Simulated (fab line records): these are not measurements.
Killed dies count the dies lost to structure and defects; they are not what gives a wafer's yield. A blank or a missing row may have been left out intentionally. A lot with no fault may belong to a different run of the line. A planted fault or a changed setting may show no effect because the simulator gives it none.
A lot that was struck, set against a sound lot    flow sky130    16 out of 708 route steps
Sound: wafers L817.1, L817.2, L817.3. Wafers struck: L829.1, L829.3, L829.5. At the end, the cause is stated.
At each step with rows: each side's tool, then ch and its chambers, then its first start. Under that, the readings that differ: sound wafers    struck wafers    difference of the means    sigmas: that difference in standard deviations of wafers without a fault.
alike: readings whose means differ by less than 2 such deviations, and words and numbers that are the same on both sides. not compared: withheld readings, readings that some wafer has no value for, bounds like >300 that may hide the same value, and numbers for which the record gives no deviation and whose values overlap.
A row with sigmas, a row that says differs or no value, or rows on one side alone: a step with any of these is where the two part. Numbers that have no deviation but don't overlap get no sigmas and don't part them. Lack of a reading on every wafer of one side parts them only where that side has two or more wafers.

first, 3 steps without rows for these wafers: SKY_VIA2_EXPOSE_09 (exposes mask VIM2, target cd 200 nm); SKY_VIA2_PEB_10; SKY_VIA2_DEVELOP_11 (develop time 60 s).
SKY_VIA2_CD_MEAS_12 targets a cd of 200 nm.
  sound on cd_sem-02 at day 37 00:31; struck on cd_sem-01 at day 40 22:13
  alike: cd_nm
SKY_VIA2_OVL_MEAS_13:
  sound on overlay-02 at day 37 00:38; struck on overlay-02 at day 40 22:20
  alike: VIA2_OVL
SKY_VIA2_ETCH_14: etches BARC in N2/H2, stops on SiO2, time 45.9 s, target depth 60 nm.
  sound on rie_diel-04 ch 1,2,3, day 37 00:41; struck on rie_diel-02 ch 0,1,3, day 40 22:22
  alike: drypump_motor_current_A, oes_product_au, throttle_valve_pct
  not compared: rf_hours_counter_h
SKY_VIA2_ETCH_15: etches SiO2 in C4F8/O2/Ar, stops on TiN, target depth 546 nm, time 84 s.
  sound on rie_diel-04 ch 1,2,3, day 37 00:43; struck on rie_diel-02 ch 0,1,3, day 40 22:25
  alike: oes_product_au
  not compared: rf_hours_counter_h
SKY_VIA2_STRIP_16: strips in O2/N2.
  sound on plasma_asher-02 ch 0,1, day 37 00:47; struck on plasma_asher-01 ch 0, day 40 22:28
  alike: drypump_motor_current_A, oes_product_au, strip_time_to_endpoint_s
  not compared: rf_hours_counter_h
then, 3 steps without rows for these wafers: SKY_VIA2_STRIP_17 (strips in post etch residue remover, time 1200 s); SKY_VIA2_CLEAN_18 (cleans in IPA, time 180 s); SKY_VIA2_CLEAN_19 (cleans in O3/DIW).
SKY_VIA2_SPUTTER_20: material TiN, target thk 20 nm, time 80 s.
  sound on pvd_sputter-02 at day 37 01:23; struck on pvd_sputter-04 at day 40 23:04
  alike: throttle_valve_pct
SKY_VIA2_CVD_21: deposits W, target thk 420 nm, time 126.4 s.
  sound on cvd_w-02 ch 0,1, day 37 01:26; struck on cvd_w-02 ch 0,1, day 40 23:08
reading                             sound              struck             difference  sigmas
chamber_pressure_Torr (Torr)        40.14 40.11 40.01  35.72 35.72 35.77  -4.35       -48
model.W_of_VIA2_CVD_21.thk_nm (nm)  433.7 422.3 421.3  397.6 405 403.9    -23.6       
  alike: heater_power_w
SKY_VIA2_RS_MEAS_22: a four-point-probe measurement.
  sound on film_metro-01 at day 37 01:34; struck on film_metro-02 at day 40 23:16
reading             sound              struck             difference  sigmas
VIA2_W_RS (ohm/sq)  0.264 0.271 0.272  0.288 0.283 0.284  +0.016      +3
SKY_VIA2_THK_MEAS_23: measures by xrf.
  sound on film_metro-01 at day 37 01:41; struck on film_metro-02 at day 40 23:23
  alike: VIA2_W_THK
-- the record jumps here: 8 days lie between the struck wafers' starts before and after (it left off in module VIA2 and takes up again in module PAD_OPEN, whose first step shown is number 708 of the route) --
SKY_PAD_OPEN_PROBE_99:
  sound on prober-02 at day 46 10:34; struck on prober-02 at day 49 09:49
  alike: defect_limited_yield, killed_at_M0_to_M3, killed_at_M4_up, killed_at_contacts, killed_at_front_end, killed_at_other, killed_dies, killed_open, killed_short, sort_bin_3_pad_short, sort_bin_5_function, sort_bin_6_memory, sort_n_pass, sort_yield_pct

== WHERE THEY PART ==
At SKY_VIA2_CVD_21 first; at SKY_VIA2_RS_MEAS_22 last (within this record only). Later steps at which nothing parts them and some readings are alike: SKY_VIA2_THK_MEAS_23, SKY_PAD_OPEN_PROBE_99.

WHY: what the simulator had put in
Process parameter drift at SKY_VIA2_CVD_21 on cvd_w-02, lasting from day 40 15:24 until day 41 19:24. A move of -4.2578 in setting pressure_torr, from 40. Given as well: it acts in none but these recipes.
